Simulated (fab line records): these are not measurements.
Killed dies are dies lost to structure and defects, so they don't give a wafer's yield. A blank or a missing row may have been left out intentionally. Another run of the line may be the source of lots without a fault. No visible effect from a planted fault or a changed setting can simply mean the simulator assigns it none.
A single fault, viewed from 2 desks | flow gf180mcu | each desk holds nothing but its own numbers, with what lay behind them at the end

## AT THE TOOL OWNER'S DESK: rie-si-02
The tool's own readings at GF_POLY_GATE_ETCH_13 (etches poly-Si in HBr/Cl2, stops on SiO2, target depth 198.5 nm, time 69.6 s): means of the sampled wafers that have a number, for each lot that ran on this tool. If a lot's mean is further than 4 standard deviations from the usual mean, the lot is out of limits and carries the mark OUT (the distance appears in the brackets).
Columns: A = drypump-motor-current-A at GF_POLY_GATE_ETCH_13, usual 5.6 A; B = oes-product-au at GF_POLY_GATE_ETCH_13, usual 0.993 a.u.; C = run-length-s at GF_POLY_GATE_ETCH_13, usual 97.8 s; D = throttle-valve-pct at GF_POLY_GATE_ETCH_13, usual 33.686 %
lot  | first seen here | A   | B                | C               | D
L299 | day 9 04:15     | 5.6 | 0.999            | 97.9            | 33.683
L302 | day 9 23:36     | 5.9 | 0.988            | 97.6            | 33.682
L307 | day 11 13:15    | 5.8 | 0.951 (-5.1) OUT | 103.2 (+12) OUT | 33.690
L309 | day 12 09:05    | 5.6 | 0.946 (-5.7) OUT | 102.9 (+12) OUT | 33.690
L310 | day 12 11:48    | 5.6 | 0.954 (-4.7) OUT | 103.1 (+12) OUT | 33.688
L322 | day 16 07:38    | 6.0 | 1.002            | 98.3            | 33.690
This desk's verdict: out of limits on L307, L309, L310, starting with L307 at day 11 13:15 (oes-product-au at GF_POLY_GATE_ETCH_13). In limits: L299, L302, L322.

## FROM THE METROLOGY DESK
Lot by lot, what the gauges showed, no matter which tool ran the lot: averages of those sampled wafers that carry a number. If a lot's mean is further than 4 standard deviations from the usual mean, the lot is out of limits and carries the mark OUT (the distance appears in the brackets).
Columns: A = POLY_GATE_CVD_00_THK at GF_POLY_GATE_THK_MEAS_01, usual 200.0 nm; B = cd-nm at GF_POLY_GATE_CD_MEAS_10, usual 279.9 nm; C = POLY_GATE_OVL at GF_POLY_GATE_OVL_MEAS_11, usual 0 nm
lot  | first seen here | A     | B     | C
L299 | day 8 10:58     | 203.9 | 281.4 | 1
L302 | day 9 06:01     | 197.7 | 279.8 | 2
L307 | day 10 18:25    | 200.6 | 280.5 | -7
L309 | day 11 12:57    | 198.9 | 277.3 | -0
L310 | day 11 15:56    | 200.1 | 280.8 | -1
L321 | day 15 01:08    | 195.3 | 279.7 | 4
L322 | day 15 09:31    | 200.4 | 278.6 | -3
Finding of this desk: none of the 7 lots has anything out of limits.

## PUT TOGETHER
The tool owner's desk had the chance to raise an alarm at day 11 13:15 on L307, L309, L310.
From the metrology desk's view, nothing was out of limits.
The metrology desk has L307, L309, L310 on record, within its limits.
GF_POLY_GATE_ETCH_13 was run on rie-si-02 by each of the lots named.

## WHAT WAS PUT IN BY THE SIMULATOR
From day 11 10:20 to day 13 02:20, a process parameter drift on rie-si-02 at GF_POLY_GATE_ETCH_13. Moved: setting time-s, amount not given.
Shown lots that were struck: L307, L309, L310.
Each desk's first reading out of limits, in hours after the fault started: the tool owner's desk, 3.
